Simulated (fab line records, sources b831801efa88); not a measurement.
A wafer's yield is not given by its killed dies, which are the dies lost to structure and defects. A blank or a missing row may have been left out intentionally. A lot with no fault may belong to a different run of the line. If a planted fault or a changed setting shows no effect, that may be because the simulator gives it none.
Chamber matching | flow gf180mcu | cmp-01 running GF_CONTACT_CMP_04: 4 sister chambers
The step polishes SiO2. 14 wafers are shown with their chamber, then 7 later ones without.

== WAFERS WITH THEIR CHAMBER ==
wafer  | chamber | motor_current_A (A) | slurry_flow_ml_min | retaining_ring_pressure_frac
L938.3 | 0       | 10.9                | 150.2              | 0.995
L938.5 | 1       | 11.2                | 149.2              | 1.004
L938.6 | 0       | 10.9                | 150.0              | 1.003
L949.1 | 3       | 14.7                | 149.6              | 0.995
L949.5 | 1       | 11.5                | 150.2              | 1.001
L949.6 | 2       | 10.6                | 149.7              | 0.994
L952.1 | 3       | 14.8                | 150.0              | 0.995
L952.2 | 1       | 11.2                | 149.6              | 0.998
L952.4 | 0       | 10.9                | 150.4              | 1.002
L954.2 | 2       | 11.5                | 149.7              | 0.995
L954.4 | 1       | 12.0                | 149.6              | 0.998
L954.5 | 2       | 10.8                | 150.0              | 1.005
L955.2 | 0       | 11.8                | 150.1              | 1.000
L955.3 | 3       | 14.4                | 150.5              | 1.002

SIGNATURES (averages over the wafers above)
reading                      | chamber 0 | chamber 1 | chamber 2 | chamber 3 | scatter within a chamber
motor_current_A              | 11.125    | 11.475    | 10.967    | 14.633    | 0.396
slurry_flow_ml_min           | 150.175   | 149.650   | 149.800   | 150.033   | 0.326
retaining_ring_pressure_frac | 1.00000   | 1.00025   | 0.99800   | 0.99733   | 0.00412
Rule: distance of a wafer from a chamber = root of the sum over the readings of ((wafer's reading minus chamber's mean) / reading's scatter) squared. The wafer belongs to the nearest chamber; if the next one is less than 2 further off, it can't be placed. The scatter: take each reading less its chamber's mean, square it, sum over the shown wafers, divide by the number of wafers less the number of chambers, and take the root.

== WAFERS WHOSE CHAMBER IS MISSING ==
wafer  | motor_current_A (A) | slurry_flow_ml_min | retaining_ring_pressure_frac
L955.4 | 11.5                | 149.3              | 0.998
L956.1 | 11.0                | 149.8              | 0.993
L956.2 | 15.1                | 150.0              | 0.995
L956.3 | 11.3                | 149.9              | 1.001
L959.1 | 14.1                | 149.9              | 1.008
L959.5 | 11.1                | 149.7              | 0.998
L959.6 | 14.3                | 149.4              | 1.002

== CHAMBER TAKEN BY EACH ==
wafer  | from the rows above          | in truth
L955.4 | can't be placed: 1 or 2 or 0 | 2
L956.1 | can't be placed: 2 or 0 or 1 | 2
L956.2 | 3                            | 3
L956.3 | can't be placed: 1 or 0 or 2 | 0
L959.1 | 3                            | 3
L959.5 | can't be placed: 2 or 1 or 0 | 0
L959.6 | 3                            | 3
Placed correctly: 3 of 7. Cannot be placed on the basis of these rows: 4; the candidates contain the true chamber in 4. Number placed wrongly: 0.
